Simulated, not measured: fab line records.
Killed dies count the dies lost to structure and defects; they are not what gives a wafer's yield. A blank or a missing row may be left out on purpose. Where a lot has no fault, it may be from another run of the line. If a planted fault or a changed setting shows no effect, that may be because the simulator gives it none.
Which of the tools did it? | flow gf180mcu | 15 lots, 44 wafers sampled, at 5 steps of a route of 602

WHAT THE GAUGES READ, wafer by wafer
The record holds no reading of a measuring or inspecting step that can be judged against a usual standard deviation.

WHAT TOOL EACH LOT RAN ON (gives the tool, then ch and the chambers of the sampled wafers, and finally the start)
lot  | GF_M4_METAL_ETCH_16               | GF_M4_STRIP_17                       | GF_MIM_SPUTTER_07            | GF_M5_METAL_ETCH_10               | GF_V5_CVD_02
L749 | rie-metal-03 ch 0,1, day 23 08:28 | plasma-asher-03 ch 0,1, day 23 08:35 | pvd-sputter-03, day 24 10:26 | rie-metal-04 ch 0,1, day 26 05:26 | pecvd-02 ch 0,1,2, day 26 06:13
L750 | rie-metal-02 ch 0,1, day 23 20:31 | plasma-asher-03 ch 0,1, day 23 20:38 | pvd-sputter-03, day 24 22:01 | rie-metal-02 ch 0,1, day 26 16:26 | pecvd-02 ch 0,2, day 26 17:11
L751 | rie-metal-04 ch 0,1, day 24 03:16 | plasma-asher-02 ch 0,1, day 24 03:24 | pvd-sputter-02, day 25 04:53 | rie-metal-01 ch 0,1, day 26 23:41 | pecvd-03 ch 0,1,2, day 27 00:27
L752 | rie-metal-04 ch 0,1, day 24 12:01 | plasma-asher-03 ch 0,1, day 24 12:09 | pvd-sputter-01, day 25 14:11 | rie-metal-01 ch 0,1, day 27 08:11 | pecvd-03 ch 0,1,2, day 27 08:57
L754 | rie-metal-04 ch 0,1, day 25 07:31 | plasma-asher-02 ch 0,1, day 25 07:38 | pvd-sputter-02, day 26 07:21 | rie-metal-04 ch 0,1, day 28 00:08 | pecvd-03 ch 0,1,2, day 28 01:16
L755 | rie-metal-03 ch 0,1, day 25 10:36 | plasma-asher-03 ch 0,1, day 25 10:43 | pvd-sputter-03, day 26 10:59 | rie-metal-01 ch 0,1, day 28 04:32 | pecvd-02 ch 0,1, day 28 05:15
L756 | rie-metal-04 ch 0,1, day 25 18:31 | plasma-asher-02 ch 0,1, day 25 18:38 | pvd-sputter-02, day 26 18:14 | rie-metal-04 ch 0,1, day 28 10:17 | pecvd-02 ch 0,1,2, day 28 11:05
L757 | rie-metal-02 ch 0,1, day 26 13:31 | plasma-asher-03 ch 0,1, day 26 13:38 | pvd-sputter-02, day 27 11:59 | rie-metal-01 ch 0,1, day 29 03:26 | pecvd-02 ch 0,1,2, day 29 04:12
L758 | rie-metal-04 ch 0, day 26 14:30   | plasma-asher-03 ch 0,1, day 26 14:42 | pvd-sputter-02, day 27 14:40 | rie-metal-04 ch 0,1, day 29 05:50 | pecvd-02 ch 1,2, day 29 06:33
L760 | rie-metal-04 ch 0, day 27 04:52   | plasma-asher-01 ch 0,1, day 27 05:07 | pvd-sputter-01, day 28 04:37 | rie-metal-04 ch 0,1, day 29 18:47 | pecvd-02 ch 0,1,2, day 29 19:33
L761 | rie-metal-04 ch 0,1, day 27 16:31 | plasma-asher-02 ch 0,1, day 27 16:38 | pvd-sputter-01, day 28 15:37 | rie-metal-04 ch 0,1, day 30 06:26 | pecvd-04 ch 0,1,2, day 30 07:16
L763 | rie-metal-04 ch 0,1, day 28 03:13 | plasma-asher-02 ch 0,1, day 28 03:20 | pvd-sputter-03, day 29 01:29 | rie-metal-04 ch 0,1, day 30 15:26 | pecvd-02 ch 0,2, day 30 16:13
L764 | rie-metal-04 ch 0,1, day 28 08:05 | plasma-asher-03 ch 0,1, day 28 08:13 | pvd-sputter-01, day 29 06:52 | rie-metal-02 ch 0,1, day 30 19:50 | pecvd-03 ch 0,1, day 30 20:36
L765 | rie-metal-04 ch 0,1, day 28 13:34 | plasma-asher-03 ch 0,1, day 28 13:41 | pvd-sputter-01, day 29 12:01 | rie-metal-04 ch 0,1, day 31 01:11 | pecvd-03 ch 0,2, day 31 01:58
L766 | rie-metal-04 ch 0,1, day 28 18:22 | plasma-asher-02 ch 0, day 28 18:29   | pvd-sputter-01, day 29 17:17 | rie-metal-02 ch 0, day 31 05:08   | pecvd-02 ch 0,2, day 31 05:54
- GF_M4_METAL_ETCH_16: etches the open film in Cl2/BCl3, stops on SiO2, target depth 750.8 nm, time 125.1 s.
- GF_M4_STRIP_17: strips in O2/N2.
- GF_MIM_SPUTTER_07: material TiN, target thk 60 nm, time 50 s.
- GF_M5_METAL_ETCH_10: etches the open film in Cl2/BCl3, stops on SiO2, target depth 750.8 nm, time 125.1 s.
- GF_V5_CVD_02: deposits SiO2 from TEOS, target thk 1450 nm, time 163.28 s.

WHAT THE TOOLS THEMSELVES READ (means of the sampled wafers that have a number; where no wafer has one, the mark that the record gives instead)
GF_M4_METAL_ETCH_16.
lot  | tool         | bias-w (W) | drypump-motor-current-A (A) | oes-product-au (a.u.) | throttle-valve-pct (%)
L749 | rie-metal-03 | 140.4      | 6.0                         | 0.993                 | 28.212
L750 | rie-metal-02 | 139.4      | 5.8                         | 0.980                 | 28.225
L751 | rie-metal-04 | 139.7      | 6.1                         | 0.990                 | 28.229
L752 | rie-metal-04 | 140.2      | 6.0                         | 0.994                 | 28.220
L754 | rie-metal-04 | 139.8      | 6.1                         | 0.993                 | 28.228
L755 | rie-metal-03 | 140.0      | 6.1                         | 0.987                 | 28.234
L756 | rie-metal-04 | 139.8      | 6.1                         | 0.992                 | 28.234
L757 | rie-metal-02 | 140.0      | 5.8                         | 0.991                 | 28.229
L758 | rie-metal-04 | 139.8      | 5.5                         | 0.993                 | 28.221
L760 | rie-metal-04 | 140.1      | 5.6                         | 0.996                 | 28.232
L761 | rie-metal-04 | 140.0      | 5.8                         | 0.990                 | 28.225
L763 | rie-metal-04 | 139.5      | 6.1                         | 0.984                 | 28.232
L764 | rie-metal-04 | 140.0      | 5.8                         | 0.959                 | 28.253
L765 | rie-metal-04 | 139.7      | 6.0                         | 0.955                 | 28.270
L766 | rie-metal-04 | 140.2      | 5.9                         | 0.947                 | 28.285

GF_M4_STRIP_17.
lot  | tool            | drypump-motor-current-A (A) | heater-power-w (W) | oes-product-au (a.u.) | strip-time-to-endpoint-s (s)
L749 | plasma-asher-03 | 5.5                         | 335                | 0.536                 | 7.36
L750 | plasma-asher-03 | 5.6                         | 332                | 0.546                 | 7.46
L751 | plasma-asher-02 | 5.9                         | 340                | 0.534                 | 7.39
L752 | plasma-asher-03 | 5.6                         | 330                | 0.535                 | 7.34
L754 | plasma-asher-02 | 6.1                         | 329                | 0.539                 | 7.37
L755 | plasma-asher-03 | 5.5                         | 337                | 0.538                 | 7.38
L756 | plasma-asher-02 | 5.9                         | 344                | 0.536                 | 7.37
L757 | plasma-asher-03 | 5.5                         | 338                | 0.539                 | 7.34
L758 | plasma-asher-03 | 5.6                         | 338                | 0.537                 | 7.30
L760 | plasma-asher-01 | 5.9                         | 326                | 0.538                 | 7.38
L761 | plasma-asher-02 | 6.2                         | 327                | 0.535                 | 7.36
L763 | plasma-asher-02 | 6.2                         | 336                | 0.541                 | 7.45
L764 | plasma-asher-03 | 5.6                         | 339                | 0.546                 | 7.57
L765 | plasma-asher-03 | 5.6                         | 332                | 0.545                 | 7.55
L766 | plasma-asher-02 | 6.4                         | 320                | 0.548                 | 7.65

GF_MIM_SPUTTER_07.
lot  | tool           | throttle-valve-pct (%)
L749 | pvd-sputter-03 | 29.9
L750 | pvd-sputter-03 | 29.8
L751 | pvd-sputter-02 | 30.2
L752 | pvd-sputter-01 | 29.8
L754 | pvd-sputter-02 | 28.9
L755 | pvd-sputter-03 | 29.6
L756 | pvd-sputter-02 | 30.2
L757 | pvd-sputter-02 | 29.6
L758 | pvd-sputter-02 | 30.1
L760 | pvd-sputter-01 | 29.8
L761 | pvd-sputter-01 | 29.6
L763 | pvd-sputter-03 | 31.2
L764 | pvd-sputter-01 | 30.3
L765 | pvd-sputter-01 | 30.1
L766 | pvd-sputter-01 | 29.3

GF_M5_METAL_ETCH_10.
lot  | tool         | bias-w (W) | drypump-motor-current-A (A) | oes-product-au (a.u.) | throttle-valve-pct (%)
L749 | rie-metal-04 | 140.0      | 6.0                         | 0.989                 | 28.222
L750 | rie-metal-02 | 140.1      | 5.7                         | 0.987                 | 28.233
L751 | rie-metal-01 | 140.1      | 5.4                         | 0.999                 | 28.228
L752 | rie-metal-01 | 140.0      | 5.4                         | 0.995                 | 28.228
L754 | rie-metal-04 | 140.2      | 6.1                         | 0.990                 | 28.228
L755 | rie-metal-01 | 140.2      | 5.4                         | 0.991                 | 28.221
L756 | rie-metal-04 | 140.0      | 6.1                         | 0.990                 | 28.227
L757 | rie-metal-01 | 140.2      | 5.4                         | 0.991                 | 28.226
L758 | rie-metal-04 | 139.5      | 5.8                         | 0.996                 | 28.233
L760 | rie-metal-04 | 140.2      | 5.8                         | 0.991                 | 28.226
L761 | rie-metal-04 | 140.0      | 5.8                         | 0.989                 | 28.228
L763 | rie-metal-04 | 140.0      | 5.8                         | 0.997                 | 28.225
L764 | rie-metal-02 | 140.5      | 5.8                         | 0.984                 | 28.226
L765 | rie-metal-04 | 140.0      | 6.1                         | 0.994                 | 28.228
L766 | rie-metal-02 | 140.2      | 5.6                         | 0.997                 | 28.233

GF_V5_CVD_02.
lot  | tool     | heater-power-w (W)
L749 | pecvd-02 | 578
L750 | pecvd-02 | 628
L751 | pecvd-03 | 756
L752 | pecvd-03 | 751
L754 | pecvd-03 | 744
L755 | pecvd-02 | 609
L756 | pecvd-02 | 658
L757 | pecvd-02 | 646
L758 | pecvd-02 | 601
L760 | pecvd-02 | 679
L761 | pecvd-04 | 737
L763 | pecvd-02 | 650
L764 | pecvd-03 | 815
L765 | pecvd-03 | 741
L766 | pecvd-02 | 698

THE ANSWER, worked out from the rows above alone
Rule: the lots themselves supply what counts as usual. Put in order of their means at a reading, lots are off if they are a third of the lots or fewer, leave a main group of 4 or more, and stand apart from it by a gap of 3 or more times the standard deviation of the main group's means; of several such gaps the widest counts. Not used: any main group whose means are identical at the precision the tables above print for the reading. Also off: a lot with no number at a reading for which 4 or more lots have one. All remaining lots with rows at the step are treated as sound. Order of review: gauges by route order, followed by the tools' own readings, for which a lot's mean as printed above is used. At the first step where some lot is off, the reading lying furthest off is the one used; lots without a number count as furthest.
Off at GF_M4_METAL_ETCH_16 (oes-product-au): L764, L765, L766. Mean 0.990 a.u. and standard deviation 0.0044 in the main group.
A tool fits if, at that step or a process step before it, it ran every lot that is off, and no sound lot after the first of them. One candidate fits, namely rie-metal-04 at GF_M4_METAL_ETCH_16. Its last sound lot is L763 (day 28 03:13), its first lot that is off L764 (day 28 08:05): a fault that began between those two fits.
The tool's own readings at GF_M4_METAL_ETCH_16 bear it out: on the lots that are off they differ by more than 5 times the standard deviation of the sound lots' means. oes-product-au reads 0.954 a.u. there against 0.990 a.u. on the sound lots; throttle-valve-pct reads 28.269 % there against 28.227 % on the sound lots.

WHAT THE SIMULATOR HAD PUT IN
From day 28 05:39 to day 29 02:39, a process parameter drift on rie-metal-04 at GF_M4_METAL_ETCH_16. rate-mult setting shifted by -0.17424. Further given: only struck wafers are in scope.
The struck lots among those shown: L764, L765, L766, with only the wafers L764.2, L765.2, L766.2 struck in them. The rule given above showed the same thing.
